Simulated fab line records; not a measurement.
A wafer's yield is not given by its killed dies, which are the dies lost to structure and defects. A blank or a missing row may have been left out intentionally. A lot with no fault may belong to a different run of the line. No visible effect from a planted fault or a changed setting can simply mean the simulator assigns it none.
Struck lot and sound lot, side by side -- flow gf180mcu -- 18 out of 602 route steps
Sound: wafers L157.2, L157.3, L157.6. Wafers struck: L172.4, L172.5, L172.6. The cause is named last.
Per side, at each step with rows, come the tool, then ch with its chambers, and then its first start. Under that, the readings that differ: sound wafers -- struck wafers -- difference of the means -- sigmas: that difference in standard deviations of wafers without a fault.
alike: words and numbers the same on both sides, and readings whose means are apart by under 2 such deviations; not compared: readings that were withheld, readings missing a value for some wafer, numbers with overlapping values and no deviation given by the record, and bounds like >300 which may hide the same value.
Wherever a step has rows on one side only, a row that says differs or no value, or a row with sigmas, the two part there. Numbers that have no deviation but don't overlap get no sigmas and don't part them. A reading that every wafer of one side lacks parts them only if that side has two wafers or more.

first, 1 step without rows for these wafers: GF_HV_LDD_CLEAN_51 (cleans in SC1/SC2, time 150 s).
GF_HV_LDD_RTA_52: time 10 s.
  sound on rtp_anneal-01 ch 0, day 12 12:38; struck on rtp_anneal-01 ch 0, day 17 10:59
  alike: lamp_power_pct, wafer_temp_C_max
GF_HV_LDD_RS_MEAS_53: the measuring method here is four-point-probe.
  struck on film_metro-02, day 17 11:05; sound on film_metro-02, day 12 12:43
  alike: HV_LDD_RS
then, 1 step without rows for these wafers: GF_HV_LDD_CVD_54 (deposits SiO2 from TEOS, target thk 9.853 nm, time 75 s).
GF_HV_LDD_THK_MEAS_55:
  struck on film_metro-04, day 17 12:11; sound on film_metro-03, day 12 13:50
  alike: HV_LDD_CVD_54_THK
then, 1 step without rows for these wafers: GF_HV_LDD_CVD_56 (deposits Si3N4 from DCS/NH3, target thk 90 nm, time 1543 s).
GF_HV_LDD_THK_MEAS_57:
  struck on film_metro-04, day 17 13:41; sound on film_metro-02, day 12 15:20
  alike: HV_LDD_CVD_56_THK
GF_HV_LDD_ETCHBACK_58: etches Si3N4 in CH3F/O2, stops on SiO2, time 100 s, target depth 90 nm.
  sound on rie_diel-01 ch 0,1,3, day 12 15:23; struck on rie_diel-03 ch 0,1,3, day 17 13:43
reading,sound,struck,difference,sigmas
oes_product_au (a.u.),0.840 0.833 0.840,0.858 0.850 0.851,+0.015,+2
  alike: bias_w, drypump_motor_current_A, throttle_valve_pct
  not compared: rf_hours_counter_h
then, 4 steps without rows for these wafers: GF_NSD_DEHYDRATE_00 (time 60 s); GF_NSD_HMDS_01 (prime time 60 s); GF_NSD_COAT_02 (resist thk 1000 nm); GF_NSD_SOFTBAKE_03 (time 60 s).
GF_NSD_EXPOSE_04: exposes mask Nplus, target cd 400 nm.
  sound on iline_stepper-02 ch 0, day 13 01:10; struck on iline_stepper-01 ch 0, day 18 00:56
reading,sound,struck,difference,sigmas
model.NSD.overlay_x_nm (nm),0.9829 0.9829 0.9829,304.3 304.3 304.3,+303.3,
  alike: mask
then, 2 steps without rows for these wafers: GF_NSD_PEB_05; GF_NSD_DEVELOP_06 (develop time 60 s).
GF_NSD_CD_MEAS_07: target cd 400 nm.
  struck on cd_sem-01, day 18 12:33; sound on cd_sem-01, day 13 11:16
  alike: cd_nm
GF_NSD_OVL_MEAS_08:
  struck on overlay-02, day 18 12:50; sound on overlay-01, day 13 11:23
reading,sound,struck,difference,sigmas
NSD_OVL (nm),1.6 1.3 2.7,305.7 305.1 307.4,+304.2,+99 or more
  not compared: hold
GF_PASSIVATION_PROBE_99:
  rows exist in the record for the sound wafers here (prober-02, day 29 06:02), none for the struck ones

WHERE THEY PART
At GF_HV_LDD_ETCHBACK_58 first; at GF_PASSIVATION_PROBE_99 last (within this record only).

WHY: what had been put in by the simulator
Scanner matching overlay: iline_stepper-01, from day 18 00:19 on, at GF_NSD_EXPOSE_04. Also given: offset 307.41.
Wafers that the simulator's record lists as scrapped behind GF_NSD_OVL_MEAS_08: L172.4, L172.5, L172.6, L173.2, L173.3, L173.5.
